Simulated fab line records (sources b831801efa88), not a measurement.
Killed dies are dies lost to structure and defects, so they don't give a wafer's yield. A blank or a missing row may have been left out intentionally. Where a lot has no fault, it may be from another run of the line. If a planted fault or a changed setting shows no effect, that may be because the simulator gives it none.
Which tool was responsible? | flow gf180mcu | 36 wafers from 12 lots sampled at 4 of the route's 602 steps

== WHAT THE GAUGES READ, wafer by wafer ==
GF_V1_CD_MEAS_14: the cd target is 260 nm. Usual: 259.8 nm for cd-nm, sd 1.1.
lot  | measured     | on        | cd-nm (nm)        | flag
L484 | day 18 05:22 | cd-sem-01 | 260.1 259.7 260.1 |
L486 | day 19 01:09 | cd-sem-02 | 259.0 260.1 259.0 |
L487 | day 19 12:19 | cd-sem-01 | 259.4 259.1 259.7 |
L488 | day 19 18:57 | cd-sem-02 | 261.1 260.4 260.3 |
L489 | day 20 03:31 | cd-sem-02 | 261.0 260.0 261.5 |
L490 | day 20 09:50 | cd-sem-01 | 259.6 261.0 259.6 |
L491 | day 20 20:34 | cd-sem-02 | 260.5 262.7 260.5 |
L494 | day 22 00:19 | cd-sem-02 | 261.6 262.0 261.5 |
L500 | day 24 01:01 | cd-sem-01 | 260.2 260.7 260.4 |
L502 | day 24 15:57 | cd-sem-02 | 260.3 260.4 260.5 |
L505 | day 25 08:53 | cd-sem-02 | 259.4 257.5 259.2 |
L506 | day 25 16:40 | cd-sem-02 | 261.4 259.7 259.5 |

GF_M2_RS_MEAS_05: a four-point-probe measurement. Usual: M2_ALCU_RS 0.0700 ohm/sq, standard deviation 0.001.
lot  | measured     | on            | M2_ALCU_RS (ohm/sq)  | flag
L484 | day 18 07:11 | film-metro-04 | 0.0692 0.0696 0.0690 |
L486 | day 19 02:55 | film-metro-03 | 0.0702 0.0698 0.0715 |
L487 | day 19 14:05 | film-metro-02 | 0.0707 0.0705 0.0710 |
L488 | day 19 20:41 | film-metro-03 | 0.0688 0.0688 0.0684 |
L489 | day 20 05:35 | film-metro-02 | 0.0707 0.0708 0.0704 |
L490 | day 20 11:40 | film-metro-02 | 0.0696 0.0695 0.0693 |
L491 | day 20 22:17 | film-metro-03 | 0.0701 0.0693 0.0704 |
L494 | day 22 02:04 | film-metro-02 | 0.0689 0.0687 0.0685 |
L500 | day 24 03:04 | film-metro-04 | 0.0709 0.0708 0.0706 |
L502 | day 24 17:41 | film-metro-02 | 0.0708 0.0707 0.0715 |
L505 | day 25 10:38 | film-metro-02 | 0.0709 0.0700 0.0709 |
L506 | day 25 18:25 | film-metro-04 | 0.0706 0.0696 0.0710 |

== WHAT TOOL EACH LOT RAN ON (gives the tool, then ch and the chambers of the sampled wafers, and finally the start) ==
lot  | GF_V1_STRIP_18                       | GF_V1_SPUTTER_21
L484 | plasma-asher-03 ch 0,1, day 18 05:41 | pvd-sputter-01, day 18 06:16
L486 | plasma-asher-03 ch 0,1, day 19 01:26 | pvd-sputter-03, day 19 01:58
L487 | plasma-asher-03 ch 0,1, day 19 12:35 | pvd-sputter-01, day 19 13:07
L488 | plasma-asher-03 ch 0,1, day 19 19:14 | pvd-sputter-01, day 19 19:46
L489 | plasma-asher-02 ch 0,1, day 20 03:46 | pvd-sputter-03, day 20 04:37
L490 | plasma-asher-03 ch 0,1, day 20 10:07 | pvd-sputter-02, day 20 10:43
L491 | plasma-asher-03 ch 0,1, day 20 20:50 | pvd-sputter-03, day 20 21:22
L494 | plasma-asher-03 ch 0,1, day 22 00:36 | pvd-sputter-03, day 22 01:08
L500 | plasma-asher-02 ch 1, day 24 01:17   | pvd-sputter-01, day 24 01:51
L502 | plasma-asher-03 ch 0,1, day 24 16:13 | pvd-sputter-01, day 24 16:43
L505 | plasma-asher-04 ch 0,1, day 25 09:10 | pvd-sputter-03, day 25 09:40
L506 | plasma-asher-03 ch 0, day 25 16:56   | pvd-sputter-02, day 25 17:29
- GF_V1_STRIP_18: strips in O2/N2.
- GF_V1_SPUTTER_21: material Ti, target thk 15 nm, time 80.02 s.

== WHAT THE TOOLS THEMSELVES READ (means of the sampled wafers that have a number; where no wafer has one, the mark that the record gives instead) ==
GF_V1_STRIP_18. Usual: drypump-motor-current-A 5.7 A, standard deviation 0.68; heater-power-w 336 W, standard deviation 23; n2-flow-sccm 300.0 sccm, standard deviation 0.91; oes-product-au 0.592 a.u., standard deviation 0.0051.
lot  | tool            | drypump-motor-current-A (A) | heater-power-w (W) | n2-flow-sccm (sccm) | oes-product-au (a.u.) | flag
L484 | plasma-asher-03 | 5.4                         | 348                | 299.4               | 0.592                 |
L486 | plasma-asher-03 | 5.9                         | 327                | 300.6               | 0.590                 |
L487 | plasma-asher-03 | 5.9                         | 328                | 300.1               | 0.590                 |
L488 | plasma-asher-03 | 5.4                         | 348                | 300.1               | 0.591                 |
L489 | plasma-asher-02 | 6.0                         | 343                | 299.4               | 0.590                 |
L490 | plasma-asher-03 | 5.9                         | 326                | 299.9               | 0.591                 |
L491 | plasma-asher-03 | 5.9                         | 328                | 300.6               | 0.593                 |
L494 | plasma-asher-03 | 5.9                         | 327                | 298.9               | 0.593                 |
L500 | plasma-asher-02 | 6.0                         | 347                | 300.6               | 0.587                 |
L502 | plasma-asher-03 | 5.9                         | 329                | 300.2               | 0.592                 |
L505 | plasma-asher-04 | 5.5                         | 325                | 300.2               | 0.593                 |
L506 | plasma-asher-03 | 4.8                         | 367                | 299.4               | 0.587                 |

GF_V1_SPUTTER_21. Usual: chamber-pressure-pa 5.001 Pa, standard deviation 0.0094; substrate-temp-c 200.02 C, standard deviation 0.17; throttle-valve-pct 30.2 %, standard deviation 1.1.
lot  | tool           | chamber-pressure-pa (Pa) | substrate-temp-c (C) | throttle-valve-pct (%) | flag
L484 | pvd-sputter-01 | 5.007                    | 199.92               | 29.3                   |
L486 | pvd-sputter-03 | 5.005                    | 200.01               | 30.7                   |
L487 | pvd-sputter-01 | 4.993                    | 199.86               | 28.6                   |
L488 | pvd-sputter-01 | 4.999                    | 200.08               | 28.8                   |
L489 | pvd-sputter-03 | 5.015                    | 199.86               | 30.7                   |
L490 | pvd-sputter-02 | 5.006                    | 200.03               | 30.9                   |
L491 | pvd-sputter-03 | 5.001                    | 199.92               | 29.8                   |
L494 | pvd-sputter-03 | 4.997                    | 199.90               | 30.6                   |
L500 | pvd-sputter-01 | 5.193                    | 200.06               | 28.9                   | OFF
L502 | pvd-sputter-01 | 5.182                    | 199.99               | 29.2                   | OFF
L505 | pvd-sputter-03 | 5.000                    | 200.02               | 30.0                   |
L506 | pvd-sputter-02 | 5.000                    | 200.04               | 31.3                   |

== THE ANSWER, worked out from the rows above alone ==
Rule: take the mean of a lot's wafers that have a number; if it is more than 3 standard deviations from the usual mean, the lot is off. A lot without any number at a reading at which 4 lots or more have one is off too. Where the step has rows for the other lots, those lots are counted as sound. First the gauges in route order, then the tools' own readings, where a lot's mean is used as printed above. The first step at which some lot is off is used, and at that step the reading that is off furthest; a lot without a number counts as furthest.
Off: L500, L502, at GF_V1_SPUTTER_21 (chamber-pressure-pa).
If a tool, at that step or one of the process steps before it, ran each lot that is off and ran no sound lot following the first of them, it fits. One candidate fits, namely pvd-sputter-01 at GF_V1_SPUTTER_21. A fault onset in the window from L488 (day 19 19:46, its last sound lot) to L500 (day 24 01:51, its first lot off) fits.
The tool's own readings at GF_V1_SPUTTER_21 bear it out: on the lots that are off they differ by more than 5 times the standard deviation of the sound lots' means. chamber-pressure-pa reads 5.188 Pa there against 5.002 Pa on the sound lots.

== WHAT HAD BEEN PUT IN BY THE SIMULATOR ==
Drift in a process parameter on pvd-sputter-01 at GF_V1_SPUTTER_21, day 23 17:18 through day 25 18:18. Setting chamber-pressure-pa shifted by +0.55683 from 5. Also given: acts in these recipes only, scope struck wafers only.
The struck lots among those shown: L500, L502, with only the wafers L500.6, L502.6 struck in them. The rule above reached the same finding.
